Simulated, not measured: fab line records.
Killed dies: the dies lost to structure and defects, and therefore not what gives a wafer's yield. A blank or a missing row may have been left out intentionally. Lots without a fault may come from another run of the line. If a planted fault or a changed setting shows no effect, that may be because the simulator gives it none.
Which tool was responsible?    flow sky130    Sampling: 14 lots, 40 wafers, 2 of 708 route steps

== WHAT THE GAUGES READ, wafer by wafer ==
SKY_VT_ADJUST_HVTR_TW_MEAS_11.
lot   measured      on             VT_ADJUST_HVTR_TW
L669  day 10 00:25  film metro-03  213.0 212.5 212.4
L668  day 10 01:16  film metro-03  212.1 212.4 212.2
L670  day 10 09:55  film metro-03  213.1 212.9 213.7
L671  day 10 10:51  film metro-02  210.3 209.4 210.3
L672  day 10 18:16  film metro-03  213.7 212.6 212.6
L673  day 10 18:54  film metro-03  212.0 212.3 213.6
L675  day 11 18:51  film metro-02  208.5 208.4 209.0
L676  day 11 19:30  film metro-02  208.2 209.0 208.9
L677  day 12 04:49  film metro-03  212.4 212.0 211.2
L681  day 13 09:09  film metro-02  199.4 209.4
L685  day 14 13:31  film metro-02  198.3 207.8
L688  day 15 15:57  film metro-03  211.1 210.5 212.1
L689  day 15 23:09  film metro-03  210.9 210.6 209.9
L690  day 16 08:10  film metro-02  210.0 209.7 210.2

== WHAT TOOL EACH LOT RAN ON (gives the tool, then ch and the chambers of the sampled wafers, and finally the start) ==
lot   SKY_VT_ADJUST_HVTR_IMPLANT_09
L669  implanter-04 ch 0, day 10 00:12
L668  implanter-04 ch 0, day 10 01:03
L670  implanter-03 ch 0, day 10 09:42
L671  implanter-02 ch 0, day 10 10:36
L672  implanter-03 ch 0, day 10 18:03
L673  implanter-02 ch 0, day 10 18:39
L675  implanter-03 ch 0, day 11 18:36
L676  implanter-03 ch 0, day 11 19:15
L677  implanter-03 ch 0, day 12 04:36
L681  implanter-03 ch 0, day 13 08:55
L685  implanter-03 ch 0, day 14 13:17
L688  implanter-04 ch 0, day 15 15:43
L689  implanter-02 ch 0, day 15 22:55
L690  implanter-02 ch 0, day 16 07:53
- SKY_VT_ADJUST_HVTR_IMPLANT_09

== WHAT THE TOOLS THEMSELVES READ (means of the sampled wafers that have a number; where no wafer has one, the mark that the record gives instead) ==
SKY_VT_ADJUST_HVTR_IMPLANT_09.
lot   tool          beam on s (s)  faraday current uA
L669  implanter-04  10.02          11.81
L668  implanter-04  10.20          11.59
L670  implanter-03  10.05          11.79
L671  implanter-02  10.01          11.81
L672  implanter-03  9.93           11.93
L673  implanter-02  10.15          11.69
L675  implanter-03  9.98           11.86
L676  implanter-03  10.08          11.74
L677  implanter-03  9.88           11.98
L681  implanter-03  9.44           12.66
L685  implanter-03  9.34           12.77
L688  implanter-04  9.98           11.87
L689  implanter-02  10.29          11.48
L690  implanter-02  9.79           12.10

== THE ANSWER, worked out from the rows above alone ==
Rule: what is usual is taken from the lots themselves. Put in order of their means at a reading, lots are off if they are a third of the lots or fewer, leave a main group of 4 or more, and stand apart from it by a gap of 3 or more times the standard deviation of the main group's means; of several such gaps the widest counts. A main group is skipped when, at the precision printed for the reading in the tables above, its means are all equal. A lot without any number at a reading at which 4 lots or more have one is off too. Any other lot the step has rows for is counted as sound. First the gauges in route order, then the tools' own readings, where a lot's mean is used as printed above. The first step at which some lot is off is used, and at that step the reading that is off furthest; a lot without a number counts as furthest.
Off at SKY_VT_ADJUST_HVTR_IMPLANT_09 (faraday current uA): L681, L685. For the main group the mean is 11.80 and the standard deviation 0.16.
If a tool, at that step or one of the process steps before it, ran each lot that is off and ran no sound lot following the first of them, it fits. One candidate fits, namely implanter-03 at SKY_VT_ADJUST_HVTR_IMPLANT_09. A fault onset in the window from L677 (day 12 04:36, its last sound lot) to L681 (day 13 08:55, its first lot off) fits.
On the lots that are off, the tool's own readings at SKY_VT_ADJUST_HVTR_IMPLANT_09 differ by more than 5 times the standard deviation of the sound lots' means, which bears it out; faraday current uA reads 12.71 there versus 11.80 on the sound lots.

== WHAT THE SIMULATOR PUT IN ==
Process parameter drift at SKY_VT_ADJUST_HVTR_IMPLANT_09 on implanter-03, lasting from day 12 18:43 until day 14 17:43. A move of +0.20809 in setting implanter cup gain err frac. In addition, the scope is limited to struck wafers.
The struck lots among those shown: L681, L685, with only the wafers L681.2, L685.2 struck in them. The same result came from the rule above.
